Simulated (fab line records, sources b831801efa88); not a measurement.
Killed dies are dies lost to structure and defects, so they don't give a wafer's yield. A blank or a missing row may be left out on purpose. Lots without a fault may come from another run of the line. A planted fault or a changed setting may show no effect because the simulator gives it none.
A struck lot beside a sound one | flow sky130 | 28 steps out of a route of 708
Sound: wafers L797.1, L797.4, L797.6. Struck: wafers L790.1, L790.3, L790.6. The cause comes at the end.
At each step with rows: each side's tool, then ch and its chambers, then its first start. Under that, the readings that differ: sound wafers | struck wafers | difference of the means | sigmas: that difference in standard deviations of wafers without a fault.
alike: readings whose means differ by less than 2 such deviations, and words and numbers that are the same on both sides. not compared: withheld readings, readings that some wafer has no value for, bounds like >300 that may hide the same value, and numbers for which the record gives no deviation and whose values overlap.
The two part at a step that has a row with sigmas, a row that says differs or no value, or rows on one side only. Numbers that don't overlap but have no deviation are shown without sigmas and don't part them. A reading that every wafer of one side lacks parts them only if that side has two wafers or more.

first, 1 step without rows for these wafers: SKY_DNWELL_IMPLANT_07.
SKY_DNWELL_STRIP_08: strips in O2/N2.
  sound on plasma_asher-02 ch 0,1, day 6 12:10; struck on plasma_asher-04 ch 1, day 5 02:04
  alike: chamber_pressure_mTorr, drypump_motor_current_A, n2_flow_sccm, oes_product_au, strip_time_to_endpoint_s
  not compared: rf_hours_counter_h
SKY_DNWELL_TW_MEAS_09:
  sound on film_metro-04, day 6 12:16; struck on film_metro-01, day 5 02:10
  reading   | sound          | struck         | difference | sigmas
  DNWELL_TW | 1103 1105 1107 | 1119 1120 1126 | +17        | +2
then, 7 steps without rows for these wafers: SKY_PWDE_DEHYDRATE_00 (time 60 s); SKY_PWDE_HMDS_01 (prime time 60 s); SKY_PWDE_COAT_02 (resist thk 3000 nm); SKY_PWDE_SOFTBAKE_03; SKY_PWDE_EXPOSE_04 (exposes mask PWDEM, target cd 840 nm); SKY_PWDE_PEB_05; SKY_PWDE_DEVELOP_06 (develop time 60 s).
SKY_PWDE_OVL_MEAS_07:
  sound on overlay-01, day 7 07:16; struck on overlay-01, day 5 19:16
  alike: PWDE_OVL
then, 1 step without rows for these wafers: SKY_PWDE_IMPLANT_08.
SKY_PWDE_STRIP_09: strips in O2/N2.
  sound on plasma_asher-04 ch 0,1, day 7 07:27; struck on plasma_asher-04 ch 0,1, day 5 19:27
  no value came back on the struck wafers for any of 5 readings (chamber_pressure_mTorr (mTorr), drypump_motor_current_A (A) and others); on the sound wafers chamber_pressure_mTorr (mTorr) reads 1499.2 1501.5 1498.2
  reading                                | sound | struck         | difference | sigmas
  model.coat_of_PWDE_COAT_02.thk_nm (nm) | 0 0 0 | 2982 3000 2987 | +2990      |
  not compared: rf_hours_counter_h
SKY_PWDE_TW_MEAS_10:
  sound on film_metro-01, day 7 07:33; struck on film_metro-03, day 5 19:33
  alike: PWDE_TW
then, 7 steps without rows for these wafers: SKY_NWELL_DEHYDRATE_03 (time 60 s); SKY_NWELL_HMDS_04 (prime time 60 s); SKY_NWELL_COAT_05 (resist thk 3000 nm); SKY_NWELL_SOFTBAKE_06; SKY_NWELL_EXPOSE_07 (exposes mask NWM, target cd 840 nm); SKY_NWELL_PEB_08; SKY_NWELL_DEVELOP_09 (develop time 60 s).
SKY_NWELL_OVL_MEAS_10:
  sound on overlay-01, day 8 02:58; struck on overlay-01, day 6 14:16
  alike: NWELL_00_OVL
then, 3 steps without rows for these wafers: SKY_NWELL_IMPLANT_11; SKY_NWELL_IMPLANT_12; SKY_NWELL_IMPLANT_13.
SKY_NWELL_STRIP_14: strips in O2/N2.
  sound on plasma_asher-03 ch 0,1, day 8 03:27; struck on plasma_asher-01 ch 1, day 6 14:45
  reading                      | sound             | struck            | difference | sigmas
  oes_product_au (a.u.)        | 0.719 0.725 0.721 | 0.730 0.731 0.741 | +0.012     | +3
  strip_time_to_endpoint_s (s) | 36.91 36.97 37.06 | 80.91 80.99 80.98 | +43.98     | +99 or more
  alike: chamber_pressure_mTorr, drypump_motor_current_A, n2_flow_sccm
  not compared: rf_hours_counter_h
SKY_NWELL_TW_MEAS_15:
  sound on film_metro-03, day 8 03:33; struck on film_metro-04, day 6 15:05
  reading  | sound          | struck   | difference | sigmas
  NWELL_TW | 1813 1814 1819 | 30 30 30 | -1785      | -99 or more
  not compared: hold
then, 1 step without rows for these wafers: SKY_PAD_OPEN_PROBE_99.

WHERE THEY PART
First at SKY_DNWELL_TW_MEAS_09; last, within this record, at SKY_NWELL_TW_MEAS_15.

WHY: what the simulator had put in
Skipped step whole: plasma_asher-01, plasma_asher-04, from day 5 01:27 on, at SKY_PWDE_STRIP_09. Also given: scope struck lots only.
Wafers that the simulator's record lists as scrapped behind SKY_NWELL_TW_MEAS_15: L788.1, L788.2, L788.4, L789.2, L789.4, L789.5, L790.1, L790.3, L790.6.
